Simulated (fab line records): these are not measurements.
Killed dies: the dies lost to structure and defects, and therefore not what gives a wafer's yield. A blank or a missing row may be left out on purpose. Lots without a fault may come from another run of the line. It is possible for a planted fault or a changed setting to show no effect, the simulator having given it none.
Chamber matching / flow sky130 / SKY_VIA3_CMP_24 on cmp-01: 4 sister chambers
The step polishes, stops on SiO2, t overpolish 20 s, target thk 0 nm. 22 wafers are shown with their chamber, then 11 later ones without.

## WAFERS WITH THEIR CHAMBER
wafer=L074.1; chamber=2; motor-current-A (A)=11.7; time-to-endpoint-s (s)=100; overpolish-run-s (s)=20.006
wafer=L074.2; chamber=3; motor-current-A (A)=11.9; time-to-endpoint-s (s)=98; overpolish-run-s (s)=20.004
wafer=L074.6; chamber=0; motor-current-A (A)=11.1; time-to-endpoint-s (s)=94; overpolish-run-s (s)=20.013
wafer=L077.2; chamber=0; motor-current-A (A)=11.2; time-to-endpoint-s (s)=93; overpolish-run-s (s)=19.991
wafer=L077.5; chamber=3; motor-current-A (A)=12.3; time-to-endpoint-s (s)=98; overpolish-run-s (s)=19.999
wafer=L077.6; chamber=2; motor-current-A (A)=11.4; time-to-endpoint-s (s)=96; overpolish-run-s (s)=19.994
wafer=L079.2; chamber=0; motor-current-A (A)=10.8; time-to-endpoint-s (s)=89; overpolish-run-s (s)=19.988
wafer=L079.3; chamber=1; motor-current-A (A)=11.5; time-to-endpoint-s (s)=96; overpolish-run-s (s)=20.013
wafer=L079.4; chamber=2; motor-current-A (A)=11.6; time-to-endpoint-s (s)=91; overpolish-run-s (s)=20.007
wafer=L080.2; chamber=2; motor-current-A (A)=11.6; time-to-endpoint-s (s)=93; overpolish-run-s (s)=19.990
wafer=L080.5; chamber=2; motor-current-A (A)=11.4; time-to-endpoint-s (s)=92; overpolish-run-s (s)=20.004
wafer=L080.6; chamber=1; motor-current-A (A)=11.7; time-to-endpoint-s (s)=96; overpolish-run-s (s)=19.985
wafer=L084.2; chamber=0; motor-current-A (A)=10.5; time-to-endpoint-s (s)=90; overpolish-run-s (s)=19.990
wafer=L084.4; chamber=1; motor-current-A (A)=11.4; time-to-endpoint-s (s)=95; overpolish-run-s (s)=19.999
wafer=L084.6; chamber=1; motor-current-A (A)=11.2; time-to-endpoint-s (s)=93; overpolish-run-s (s)=20.009
wafer=L085.1; chamber=0; motor-current-A (A)=10.7; time-to-endpoint-s (s)=94; overpolish-run-s (s)=19.975
wafer=L085.4; chamber=2; motor-current-A (A)=11.2; time-to-endpoint-s (s)=96; overpolish-run-s (s)=20.012
wafer=L085.5; chamber=0; motor-current-A (A)=11.0; time-to-endpoint-s (s)=99; overpolish-run-s (s)=19.996
wafer=L086.1; chamber=3; motor-current-A (A)=12.2; time-to-endpoint-s (s)=95; overpolish-run-s (s)=19.984
wafer=L086.2; chamber=1; motor-current-A (A)=11.6; time-to-endpoint-s (s)=95; overpolish-run-s (s)=19.999
wafer=L086.4; chamber=0; motor-current-A (A)=11.1; time-to-endpoint-s (s)=92; overpolish-run-s (s)=20.002
wafer=L089.1; chamber=3; motor-current-A (A)=11.4; time-to-endpoint-s (s)=101; overpolish-run-s (s)=19.998

SIGNATURES (means of the wafers above)
reading=motor-current-A; chamber 0=10.914; chamber 1=11.480; chamber 2=11.483; chamber 3=11.950; scatter within a chamber=0.258
reading=time-to-endpoint-s; chamber 0=93.00; chamber 1=95.00; chamber 2=94.67; chamber 3=98.00; scatter within a chamber=2.82
reading=overpolish-run-s; chamber 0=19.99357; chamber 1=20.00100; chamber 2=20.00217; chamber 3=19.99625; scatter within a chamber=0.0103
Rule: a wafer lies at a distance from a chamber equal to the root of the sum of squares, over the readings, of (its reading less the chamber's mean, divided by the reading's scatter). The wafer belongs to the nearest chamber; if the next one is less than 2 further off, it can't be placed. The scatter: take each reading less its chamber's mean, square it, sum over the shown wafers, divide by the number of wafers less the number of chambers, and take the root.

## WAFERS WITH NO CHAMBER GIVEN
wafer=L089.2; motor-current-A (A)=11.6; time-to-endpoint-s (s)=98; overpolish-run-s (s)=20.006
wafer=L089.4; motor-current-A (A)=12.1; time-to-endpoint-s (s)=98; overpolish-run-s (s)=20.007
wafer=L090.2; motor-current-A (A)=10.7; time-to-endpoint-s (s)=95; overpolish-run-s (s)=19.999
wafer=L090.5; motor-current-A (A)=10.9; time-to-endpoint-s (s)=95; overpolish-run-s (s)=19.998
wafer=L090.6; motor-current-A (A)=10.9; time-to-endpoint-s (s)=95; overpolish-run-s (s)=20.005
wafer=L095.3; motor-current-A (A)=11.2; time-to-endpoint-s (s)=99; overpolish-run-s (s)=20.016
wafer=L095.4; motor-current-A (A)=11.6; time-to-endpoint-s (s)=98; overpolish-run-s (s)=20.013
wafer=L095.5; motor-current-A (A)=11.4; time-to-endpoint-s (s)=95; overpolish-run-s (s)=19.985
wafer=L096.4; motor-current-A (A)=11.7; time-to-endpoint-s (s)=97; overpolish-run-s (s)=19.999
wafer=L096.5; motor-current-A (A)=11.9; time-to-endpoint-s (s)=101; overpolish-run-s (s)=20.003
wafer=L096.6; motor-current-A (A)=11.0; time-to-endpoint-s (s)=95; overpolish-run-s (s)=20.008

## WHICH CHAMBER EACH WENT THROUGH
wafer=L089.2; from the rows above=can't be placed: 1 or 2 or 3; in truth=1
wafer=L089.4; from the rows above=can't be placed: 3 or 1 or 2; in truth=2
wafer=L090.2; from the rows above=can't be placed: 0 or 1 or 2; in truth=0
wafer=L090.5; from the rows above=can't be placed: 0 or 1 or 2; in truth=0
wafer=L090.6; from the rows above=can't be placed: 0 or 2 or 1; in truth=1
wafer=L095.3; from the rows above=can't be placed: 1 or 2 or 0 or 3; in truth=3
wafer=L095.4; from the rows above=can't be placed: 1 or 2 or 3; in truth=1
wafer=L095.5; from the rows above=can't be placed: 1 or 2 or 0 or 3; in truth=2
wafer=L096.4; from the rows above=can't be placed: 3 or 1 or 2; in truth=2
wafer=L096.5; from the rows above=can't be placed: 3 or 1 or 2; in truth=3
wafer=L096.6; from the rows above=can't be placed: 0 or 2 or 1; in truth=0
Correct placement for 0 of the 11. Can't be placed from these rows: 11 (the true chamber is among the candidates in 11). Number placed wrongly: 0.
